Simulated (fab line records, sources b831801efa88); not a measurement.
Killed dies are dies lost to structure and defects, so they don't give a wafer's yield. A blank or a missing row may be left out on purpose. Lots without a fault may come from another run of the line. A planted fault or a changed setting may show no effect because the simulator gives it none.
A struck lot beside a sound one | flow sfq_line | 17 steps out of a route of 325
Sound: wafers L928.2, L928.4, L928.6. Struck: wafer L946.3. (L946.1, L946.4 of the same lot were not struck and are left out.) The cause comes at the end.
At each step with rows: each side's tool, then ch and its chambers, then its first start. Under that, the readings that differ: sound wafers | struck wafers | difference of the means | sigmas: that difference in standard deviations of wafers without a fault.
alike: readings whose means differ by less than 2 such deviations, and words and numbers that are the same on both sides. not compared: withheld readings, readings that some wafer has no value for, bounds like >300 that may hide the same value, and numbers for which the record gives no deviation and whose values overlap.
The two part at a step that has a row with sigmas, a row that says differs or no value, or rows on one side only. Numbers that don't overlap but have no deviation are shown without sigmas and don't part them. A reading that every wafer of one side lacks parts them only if that side has two wafers or more.

SFQ_TRILAYER_I7_VIA_STRIP_STRIP_191: strips in O2.
  sound on rie_metal-02 ch 1, day 75 11:20; struck on rie_metal-01 ch 1, day 80 05:43
  alike: drypump_motor_current_A, oes_product_au
  not compared: rf_hours_counter_h
then, 8 steps without rows for these wafers: SFQ_TRILAYER_I7_VIA_STRIP_SOLV_CLEAN_192 (cleans in NMP, time 600 s); SFQ_TRILAYER_M8_LITHO_LOR_COAT_197; SFQ_TRILAYER_M8_LITHO_LOR_BAKE_198; SFQ_TRILAYER_M8_LITHO_COAT_193 (resist thk 600 nm); SFQ_TRILAYER_M8_LITHO_SOFTBAKE_199; SFQ_TRILAYER_M8_LITHO_EXPOSE_194 (exposes mask M8, target cd 2000 nm); SFQ_TRILAYER_M8_LITHO_PEB_196 (peb time 60 s); SFQ_TRILAYER_M8_LITHO_DEVELOP_195 (img clear 15 s, time 55 s).
SFQ_M8_OVL_MEAS_948:
  sound on overlay-01, day 77 08:15; struck on overlay-01, day 80 16:19
  alike: M8_OVL
then, 2 steps without rows for these wafers: SFQ_TRILAYER_M8_DEP_EVAP_197 (material Ti, target thk 20 nm, time 100 s); SFQ_TRILAYER_M8_DEP_EVAP_198 (material Pt, target thk 50 nm, time 250 s).
SFQ_TRILAYER_M8_DEP_EVAP_196: material Au, target thk 180 nm, time 900 s.
  sound on pvd_sputter-01, day 77 08:31; struck on pvd_sputter-01, day 80 16:35
  reading                                          | sound             | struck | difference | sigmas
  model.Au_of_TRILAYER_M8_DEP_EVAP_196.thk_nm (nm) | 178.5 177.8 177.6 | 197    | +19        |
  alike: cathode_dc_power_W
SFQ_M8_RS_MEAS_949: measures by four-point-probe.
  sound on film_metro-02, day 77 09:02; struck on film_metro-04, day 80 17:05
  reading           | sound                | struck | difference | sigmas
  M8_AU_RS (ohm/sq) | 0.1546 0.1554 0.1556 | 0.1403 | -0.0149    | -10
SFQ_M8_THK_MEAS_950: measures by xrf.
  sound on film_metro-02, day 77 09:09; struck on film_metro-04, day 80 17:13
  reading        | sound             | struck | difference | sigmas
  M8_AU_THK (nm) | 183.0 182.2 181.9 | 201.0  | +18.6      | +10
then, 1 step without rows for these wafers: SFQ_TRILAYER_M8_LIFTOFF_LIFTOFF_197 (chemistry NMP, time 600 s).
SFQ_M8_BOW_MEAS_951:
  sound on film_metro-04, day 77 09:25; struck on film_metro-02, day 80 17:37
  reading               | sound               | struck | difference | sigmas
  model.etest.m8.ohm_sq | 0.155 0.1555 0.1558 | 0.1404 | -0.0150    |
  alike: M8_BOW

WHERE THEY PART
First at SFQ_M8_RS_MEAS_949; last, within this record, at SFQ_M8_THK_MEAS_950. Later steps at which nothing parts them and some readings are alike: SFQ_M8_BOW_MEAS_951.

WHY: what the simulator had put in
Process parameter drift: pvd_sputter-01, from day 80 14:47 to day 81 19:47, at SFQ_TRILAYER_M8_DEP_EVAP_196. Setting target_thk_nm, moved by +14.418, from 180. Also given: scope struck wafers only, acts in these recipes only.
